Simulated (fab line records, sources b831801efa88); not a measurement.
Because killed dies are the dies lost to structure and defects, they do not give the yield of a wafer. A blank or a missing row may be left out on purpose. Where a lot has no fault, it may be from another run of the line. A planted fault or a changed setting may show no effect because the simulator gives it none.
Matching of chambers	flow gf180mcu	GF_V5_CMP_26 on cmp-01 has 4 sister chambers
The step polishes, stops on SiO2, t overpolish 15 s, target thk 0 nm. 8 wafers are shown with their chamber, then 7 later ones without.

WAFERS WITH THEIR CHAMBER
wafer	chamber	motorCurrentA (A)	timeToEndpointS (s)
L689.4	0	8.7	90
L690.2	2	7.7	90
L691.3	0	8.7	93
L694.2	1	10.9	83
L694.3	3	11.5	85
L694.6	2	7.8	91
L700.2	3	11.1	84
L700.5	1	10.9	84

WAFERS MISSING THEIR CHAMBER
wafer	motorCurrentA (A)	timeToEndpointS (s)
L700.6	8.8	84
L706.1	8.8	84
L706.4	7.8	86
L706.6	10.3	83
L707.1	8.7	85
L707.3	8.0	85
L707.4	11.5	79

CHAMBER TAKEN BY EACH
wafer	from the rows above	in truth
L700.6	0	0
L706.1	0	0
L706.4	2	2
L706.6	1	1
L707.1	0	0
L707.3	2	2
L707.4	can't be placed: 3 or 1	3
Placed correctly: 6 of 7. From these rows, 1 cannot be placed; in 1 the true chamber is one of the candidates. 0 placed wrongly.
How it was worked out, from the rows above alone: a wafer's distance from a chamber is the root of the sum, over the readings, of the square of ((its reading less the chamber's mean) divided by the reading's scatter). The wafer belongs to the nearest chamber; if the next one is less than 2 further off, it can't be placed. Each chamber's mean is taken over the wafers shown for it. How the scatter is found: for the shown wafers, subtract from each reading the mean of its chamber, square and add these, divide the total by (wafers less chambers), then take the root.
